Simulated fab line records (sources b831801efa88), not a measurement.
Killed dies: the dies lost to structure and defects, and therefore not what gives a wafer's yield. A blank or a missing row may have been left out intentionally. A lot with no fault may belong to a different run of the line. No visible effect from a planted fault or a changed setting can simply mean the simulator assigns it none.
The tool behind it: which one? + flow gf180mcu + Sampling: 12 lots, 36 wafers, 6 of 602 route steps

WHAT THE GAUGES SHOWED, per wafer
GF_NWELL_TW_MEAS_11.
| lot  | measured    | on           | NWELL_TW       |
|------|-------------|--------------|----------------|
| L737 | day 3 07:11 | filmMetro-04 | 1576 1577 1591 |
| L738 | day 3 13:17 | filmMetro-03 | 1573 1566 1582 |
| L741 | day 4 05:38 | filmMetro-03 | 1563 1562 1557 |
| L742 | day 4 11:14 | filmMetro-03 | 1560 1558 1562 |
| L743 | day 4 17:32 | filmMetro-04 | 1580 1570 1577 |
| L744 | day 4 22:59 | filmMetro-01 | 1582 1583 1580 |
| L747 | day 5 15:20 | filmMetro-01 | 1575 1576 1580 |
| L754 | day 7 05:37 | filmMetro-04 | 1575 1567 1560 |
| L755 | day 7 10:43 | filmMetro-04 | 1530 1528 1526 |
| L756 | day 7 15:18 | filmMetro-04 | 1526 1526 1535 |
| L758 | day 8 04:11 | filmMetro-04 | 1578 1575 1578 |
| L759 | day 8 08:32 | filmMetro-01 | 1545 1547 1545 |

GF_VT_IMPLANT_OVL_MEAS_18.
| lot  | measured     | on         | VT_IMPLANT_01_OVL (nm) |
|------|--------------|------------|------------------------|
| L737 | day 6 03:21  | overlay-01 | -0.9 -0.2 -1.2         |
| L738 | day 6 11:20  | overlay-02 | 0.9 -1.3 -0.3          |
| L741 | day 7 06:05  | overlay-02 | -0.3 1.2 1.6           |
| L742 | day 7 13:49  | overlay-01 | -2.1 0.8 -1.2          |
| L743 | day 7 20:17  | overlay-01 | -1.3 -0.4 -0.5         |
| L744 | day 8 03:39  | overlay-02 | 1.3 -1.1 0.6           |
| L747 | day 8 22:33  | overlay-02 | -1.0 0.0 -1.7          |
| L754 | day 10 20:30 | overlay-01 | 0.6 1.8 1.4            |
| L755 | day 11 01:17 | overlay-02 | -0.2 0.4 0.2           |
| L756 | day 11 06:12 | overlay-02 | -0.5 0.0 -0.4          |
| L758 | day 11 21:41 | overlay-02 | -1.6 -1.7 -1.4         |
| L759 | day 12 02:35 | overlay-01 | 0.9 -0.9 0.1           |

GF_VT_IMPLANT_RS_MEAS_47: uses a four-point probe to measure.
| lot  | measured     | on           | NWELL_RS (ohm/sq) |
|------|--------------|--------------|-------------------|
| L737 | day 7 10:58  | filmMetro-01 | 486.8 485.7 486.9 |
| L738 | day 7 20:19  | filmMetro-04 | 487.3 486.7 486.4 |
| L741 | day 8 16:16  | filmMetro-03 | 485.9 487.6 486.5 |
| L742 | day 8 23:47  | filmMetro-01 | 489.8 489.9 490.1 |
| L743 | day 9 06:49  | filmMetro-01 | 485.9 486.3 486.2 |
| L744 | day 9 14:51  | filmMetro-03 | 487.8 488.9 488.6 |
| L747 | day 10 09:56 | filmMetro-03 | 486.3 486.6 485.5 |
| L754 | day 12 10:15 | filmMetro-04 | 488.6 488.5 487.9 |
| L755 | day 12 15:58 | filmMetro-04 | 510.7 512.6 512.1 |
| L756 | day 12 21:34 | filmMetro-03 | 506.9 506.9 507.7 |
| L758 | day 13 13:01 | filmMetro-04 | 489.1 489.6 488.2 |
| L759 | day 13 18:44 | filmMetro-04 | 506.9 508.8 508.5 |

TOOL THAT RAN EACH LOT (tool first, then ch and the chambers of the sampled wafers, then the start)
| lot  | GF_NWELL_IMPLANT_08            | GF_NWELL_STRIP_10                  | GF_VT_IMPLANT_STRIP_31              |
|------|--------------------------------|------------------------------------|-------------------------------------|
| L737 | implanter-02 ch 0, day 3 06:47 | plasmaAsher-03 ch 0,1, day 3 07:05 | plasmaAsher-02 ch 0,1, day 6 18:52  |
| L738 | implanter-03 ch 0, day 3 12:53 | plasmaAsher-03 ch 0,1, day 3 13:11 | plasmaAsher-01 ch 0,1, day 7 03:40  |
| L741 | implanter-01 ch 0, day 4 05:14 | plasmaAsher-03 ch 0,1, day 4 05:32 | plasmaAsher-02 ch 0,1, day 7 22:55  |
| L742 | implanter-02 ch 0, day 4 10:52 | plasmaAsher-01 ch 0,1, day 4 11:10 | plasmaAsher-03 ch 0,1, day 8 06:22  |
| L743 | implanter-02 ch 0, day 4 17:09 | plasmaAsher-02 ch 0,1, day 4 17:25 | plasmaAsher-01 ch 0, day 8 12:58    |
| L744 | implanter-02 ch 0, day 4 22:37 | plasmaAsher-02 ch 0,1, day 4 22:55 | plasmaAsher-02 ch 0,1, day 8 20:58  |
| L747 | implanter-01 ch 0, day 5 14:58 | plasmaAsher-02 ch 0,1, day 5 15:16 | plasmaAsher-03 ch 0,1, day 9 15:40  |
| L754 | implanter-01 ch 0, day 7 05:13 | plasmaAsher-02 ch 0,1, day 7 05:31 | plasmaAsher-02 ch 0,1, day 11 14:55 |
| L755 | implanter-02 ch 0, day 7 10:19 | plasmaAsher-01 ch 0,1, day 7 10:37 | plasmaAsher-03 ch 0,1, day 11 20:05 |
| L756 | implanter-02 ch 0, day 7 14:57 | plasmaAsher-03 ch 0,1, day 7 15:13 | plasmaAsher-02 ch 0,1, day 12 01:13 |
| L758 | implanter-03 ch 0, day 8 03:47 | plasmaAsher-01 ch 0,1, day 8 04:05 | plasmaAsher-03 ch 0,1, day 12 16:49 |
| L759 | implanter-02 ch 0, day 8 08:09 | plasmaAsher-01 ch 0,1, day 8 08:25 | plasmaAsher-01 ch 0,1, day 12 22:17 |
- GF_NWELL_IMPLANT_08
- GF_NWELL_STRIP_10: strips in O2/N2.
- GF_VT_IMPLANT_STRIP_31: strips in O2/N2.

WHAT THE TOOLS THEMSELVES READ (means of the sampled wafers that have a number; where no wafer has one, the mark that the record gives instead)
GF_NWELL_IMPLANT_08.
| lot  | tool         | beamOnS (s) | tiltDeg (degrees) |
|------|--------------|-------------|-------------------|
| L737 | implanter-02 | 10.25       | -0.001            |
| L738 | implanter-03 | 9.79        | -0.025            |
| L741 | implanter-01 | 10.19       | 0.007             |
| L742 | implanter-02 | 10.14       | -0.007            |
| L743 | implanter-02 | 10.07       | 0.002             |
| L744 | implanter-02 | 10.00       | -0.019            |
| L747 | implanter-01 | 10.07       | 0.023             |
| L754 | implanter-01 | 9.87        | -0.027            |
| L755 | implanter-02 | 10.08       | -0.005            |
| L756 | implanter-02 | 10.00       | -0.011            |
| L758 | implanter-03 | 9.94        | -0.004            |
| L759 | implanter-02 | 10.11       | 0.020             |

GF_NWELL_STRIP_10.
| lot  | tool           | drypumpMotorCurrentA (A) | heaterPowerW (W) | oesProductAu (a.u.) | stripTimeToEndpointS (s) |
|------|----------------|--------------------------|------------------|---------------------|--------------------------|
| L737 | plasmaAsher-03 | 5.3                      | 320              | 0.723               | 36.90                    |
| L738 | plasmaAsher-03 | 5.3                      | 325              | 0.724               | 36.76                    |
| L741 | plasmaAsher-03 | 5.3                      | 325              | 0.721               | 36.93                    |
| L742 | plasmaAsher-01 | 6.2                      | 326              | 0.723               | 36.91                    |
| L743 | plasmaAsher-02 | 6.0                      | 312              | 0.723               | 36.92                    |
| L744 | plasmaAsher-02 | 6.2                      | 310              | 0.720               | 37.11                    |
| L747 | plasmaAsher-02 | 6.0                      | 308              | 0.723               | 37.05                    |
| L754 | plasmaAsher-02 | 6.0                      | 307              | 0.719               | 37.01                    |
| L755 | plasmaAsher-01 | 6.3                      | 323              | 0.722               | 37.12                    |
| L756 | plasmaAsher-03 | 5.2                      | 317              | 0.722               | 37.18                    |
| L758 | plasmaAsher-01 | 6.3                      | 327              | 0.721               | 37.04                    |
| L759 | plasmaAsher-01 | 5.8                      | 319              | 0.722               | 36.99                    |

GF_VT_IMPLANT_STRIP_31.
| lot  | tool           | drypumpMotorCurrentA (A) | heaterPowerW (W) | oesProductAu (a.u.) | stripTimeToEndpointS (s) |
|------|----------------|--------------------------|------------------|---------------------|--------------------------|
| L737 | plasmaAsher-02 | 6.0                      | 304              | 0.718               | 12.68                    |
| L738 | plasmaAsher-01 | 5.7                      | 319              | 0.719               | 12.68                    |
| L741 | plasmaAsher-02 | 6.2                      | 305              | 0.720               | 12.65                    |
| L742 | plasmaAsher-03 | 5.2                      | 318              | 0.717               | 12.62                    |
| L743 | plasmaAsher-01 | 6.8                      | 323              | 0.716               | 12.56                    |
| L744 | plasmaAsher-02 | 6.0                      | 310              | 0.719               | 12.67                    |
| L747 | plasmaAsher-03 | 5.3                      | 323              | 0.717               | 12.66                    |
| L754 | plasmaAsher-02 | 6.2                      | 314              | 0.719               | 12.64                    |
| L755 | plasmaAsher-03 | 5.2                      | 315              | 0.712               | 12.65                    |
| L756 | plasmaAsher-02 | 6.0                      | 312              | 0.718               | 12.57                    |
| L758 | plasmaAsher-03 | 5.3                      | 320              | 0.718               | 12.67                    |
| L759 | plasmaAsher-01 | 6.2                      | 324              | 0.713               | 12.68                    |

THE ANSWER, worked out from the rows above alone
Rule: the usual values come from the lots themselves. Put in order of their means at a reading, lots are off if they are a third of the lots or fewer, leave a main group of 4 or more, and stand apart from it by a gap of 3 or more times the standard deviation of the main group's means; of several such gaps the widest counts. If all means in a main group match to the digits the tables above print for the reading, that group is not used. Also off: a lot with no number at a reading for which 4 or more lots have one. Where the step has rows for the other lots, those lots are counted as sound. After the gauges, taken in route order, come the tools' own readings; for these a lot's mean is taken, as printed above. The first step at which some lot is off is used, and at that step the reading that is off furthest; a lot without a number counts as furthest.
Off: L755, L756, L759, seen at GF_VT_IMPLANT_RS_MEAS_47 (NWELL_RS). For the main group the mean is 487.5 ohm/sq and the standard deviation 1.3.
A tool fits if, at a process step before that reading, it ran every lot that is off, and no sound lot after the first of them. The gauges at GF_VT_IMPLANT_RS_MEAS_47 are tried like those tools. One candidate fits, namely implanter-02 at GF_NWELL_IMPLANT_08. Its last sound lot is L744 (day 4 22:37), its first lot that is off L755 (day 7 10:19): a fault that began between those two fits.

WHAT WAS PUT IN BY THE SIMULATOR
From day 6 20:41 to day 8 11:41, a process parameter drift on implanter-02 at GF_NWELL_IMPLANT_08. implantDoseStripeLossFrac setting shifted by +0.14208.
Shown lots that were struck: L755, L756, L759. The rule above reached the same finding.
